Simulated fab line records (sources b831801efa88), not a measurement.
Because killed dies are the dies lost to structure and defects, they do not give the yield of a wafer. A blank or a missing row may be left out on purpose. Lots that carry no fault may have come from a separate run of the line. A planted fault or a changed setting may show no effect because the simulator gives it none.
What tool caused it? ; flow sky130 ; Sampling: 12 lots, 36 wafers, 3 of 708 route steps

== WHAT EACH GAUGE READ, for each wafer ==
SKY_CAPM_RS_MEAS_03: the measuring method here is four-point-probe.
lot;measured;on;CAPM_TIN_RS (ohm/sq)
L727;day 37 02:36;film-metro-04;6.94 6.81 6.90
L729;day 37 15:56;film-metro-04;6.78 6.87 6.84
L730;day 38 04:41;film-metro-04;6.94 6.86 6.87
L731;day 38 08:05;film-metro-04;7.06 7.00 6.99
L735;day 39 11:45;film-metro-04;6.88 6.92 6.92
L736;day 39 23:30;film-metro-04;6.81 6.86 6.86
L742;day 41 08:09;film-metro-04;6.85 6.82 6.83
L743;day 41 13:26;film-metro-01;7.82 7.68 7.79
L744;day 42 01:59;film-metro-03;7.76 8.02 7.88
L745;day 42 02:49;film-metro-01;7.90 7.87 7.82
L746;day 42 16:38;film-metro-01;6.84 6.99 6.96
L748;day 43 02:20;film-metro-01;6.93 6.80 6.85

SKY_CAPM_THK_MEAS_04: measures by xrf.
lot;measured;on;CAPM_TIN_THK (nm)
L727;day 37 02:43;film-metro-04;194.5 198.3 196.0
L729;day 37 16:02;film-metro-04;199.2 196.7 197.9
L730;day 38 04:48;film-metro-04;196.2 197.8 197.5
L731;day 38 08:12;film-metro-04;193.7 194.6 195.1
L735;day 39 11:52;film-metro-04;197.8 196.8 196.9
L736;day 39 23:37;film-metro-04;200.6 197.6 198.8
L742;day 41 08:16;film-metro-04;198.7 199.0 199.1
L743;day 41 13:32;film-metro-01;175.6 177.3 174.7
L744;day 42 02:05;film-metro-03;174.7 169.5 172.6
L745;day 42 02:56;film-metro-01;172.3 172.6 173.5
L746;day 42 16:46;film-metro-01;198.5 195.4 195.3
L748;day 43 02:26;film-metro-01;197.3 198.9 197.2

== WHAT TOOL EACH LOT RAN ON (gives the tool, then ch and the chambers of the sampled wafers, and finally the start) ==
lot;SKY_CAPM_SPUTTER_02
L727;pvd-sputter-04, day 37 02:29
L729;pvd-sputter-01, day 37 15:47
L730;pvd-sputter-04, day 38 04:34
L731;pvd-sputter-02, day 38 07:58
L735;pvd-sputter-02, day 39 11:37
L736;pvd-sputter-04, day 39 23:23
L742;pvd-sputter-04, day 41 08:02
L743;pvd-sputter-04, day 41 13:17
L744;pvd-sputter-04, day 42 01:50
L745;pvd-sputter-04, day 42 02:42
L746;pvd-sputter-02, day 42 16:32
L748;pvd-sputter-02, day 43 02:12
- SKY_CAPM_SPUTTER_02: material TiN, target thk 200 nm, time 166.7 s.

== AS READ BY THE TOOLS THEMSELVES (means over the sampled wafers that have a number; for cases with no such wafer, the mark the record gives instead) ==
SKY_CAPM_SPUTTER_02.
lot;tool;cathode-dc-power-W (W);throttle-valve-pct (%)
L727;pvd-sputter-04;6500.0;30.6
L729;pvd-sputter-01;6500.0;30.2
L730;pvd-sputter-04;6501.4;30.0
L731;pvd-sputter-02;6500.1;29.8
L735;pvd-sputter-02;6500.0;29.9
L736;pvd-sputter-04;6500.5;30.2
L742;pvd-sputter-04;6500.5;31.0
L743;pvd-sputter-04;6499.3;30.2
L744;pvd-sputter-04;6499.1;30.0
L745;pvd-sputter-04;6501.7;30.3
L746;pvd-sputter-02;6499.7;30.2
L748;pvd-sputter-02;6499.8;30.0

== THE ANSWER, worked out from the rows above alone ==
Rule: usual is defined by the lots themselves. The widest of any qualifying gaps counts: lots, ordered by their means at a reading, are off when they make up no more than a third of the lots, leave a main group of 4 or more, and stand apart from it by 3 or more times the standard deviation of that group's means. A main group is skipped when, at the precision printed for the reading in the tables above, its means are all equal. A lot without any number at a reading at which 4 lots or more have one is off too. Any other lot the step has rows for is counted as sound. First the gauges in route order, then the tools' own readings, where a lot's mean is used as printed above. At the first step where some lot is off, the reading lying furthest off is the one used; lots without a number count as furthest.
Off: L743, L744, L745, seen at SKY_CAPM_RS_MEAS_03 (CAPM_TIN_RS). The main group: mean 6.89 ohm/sq, standard deviation 0.056.
A tool fits if, at a process step before that reading, it ran every lot that is off, and no sound lot after the first of them. Gauges at SKY_CAPM_RS_MEAS_03: tried the same way as those tools. One fits: SKY_CAPM_SPUTTER_02 on pvd-sputter-04. Its last sound lot is L742 (day 41 08:02), its first lot that is off L743 (day 41 13:17): a fault that began between those two fits.

== WHAT THE SIMULATOR HAD INSERTED ==
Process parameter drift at SKY_CAPM_SPUTTER_02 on pvd-sputter-04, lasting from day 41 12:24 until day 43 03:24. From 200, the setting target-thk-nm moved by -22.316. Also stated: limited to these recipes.
Lots struck among those shown: L743, L744, L745. The rule given above showed the same thing.
